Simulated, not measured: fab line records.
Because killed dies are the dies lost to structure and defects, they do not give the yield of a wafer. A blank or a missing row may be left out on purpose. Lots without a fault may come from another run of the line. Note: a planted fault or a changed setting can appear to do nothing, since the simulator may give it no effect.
Chamber matching | flow gf180mcu | cmp-01 running GF_V5_CMP_04: 4 sister chambers
The step polishes SiO2. 4 wafers are shown with their chamber, then 12 later ones without.

WAFERS, EACH WITH ITS CHAMBER
wafer  | chamber | motor_current_A (A)
L086.6 | 1       | 12.1
L088.2 | 2       | 12.0
L088.3 | 0       | 11.4
L088.6 | 3       | 11.8

WAFERS WITHOUT THEIR CHAMBER
wafer  | motor_current_A (A)
L089.1 | 11.5
L089.4 | 11.6
L089.5 | 11.4
L092.1 | 11.8
L092.2 | 12.8
L092.6 | 11.6
L093.2 | 11.5
L093.5 | 11.6
L093.6 | 11.7
L097.1 | 13.1
L097.4 | 11.8
L097.6 | 11.6

WHICH CHAMBER EACH ONE RAN IN
wafer  | from the rows above               | in truth
L089.1 | can't be placed: 0 or 3 or 2 or 1 | 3
L089.4 | can't be placed: 0 or 3 or 2 or 1 | 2
L089.5 | can't be placed: 0 or 3 or 2 or 1 | 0
L092.1 | can't be placed: 3 or 2 or 1 or 0 | 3
L092.2 | can't be placed: 1 or 2 or 3 or 0 | 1
L092.6 | can't be placed: 0 or 3 or 2 or 1 | 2
L093.2 | can't be placed: 0 or 3 or 2 or 1 | 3
L093.5 | can't be placed: 0 or 3 or 2 or 1 | 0
L093.6 | can't be placed: 3 or 0 or 2 or 1 | 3
L097.1 | can't be placed: 1 or 2 or 3 or 0 | 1
L097.4 | can't be placed: 3 or 2 or 1 or 0 | 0
L097.6 | can't be placed: 0 or 3 or 2 or 1 | 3
Correct placement for 0 of the 12. These rows do not allow placing 12 (true chamber among the candidates in 12). Number placed wrongly: 0.
How it was worked out, from the rows above alone: a wafer's distance from a chamber is the root of the sum, over the readings, of the square of ((its reading less the chamber's mean) divided by the reading's scatter). If the next closest chamber is less than 2 further off than the closest, the wafer can't be placed; otherwise it belongs to the closest. For every chamber, the mean is computed from those of its wafers that are shown. The scatter: root of mean squared gap, hidden wafer to nearest shown wafer, with one shown wafer a chamber.
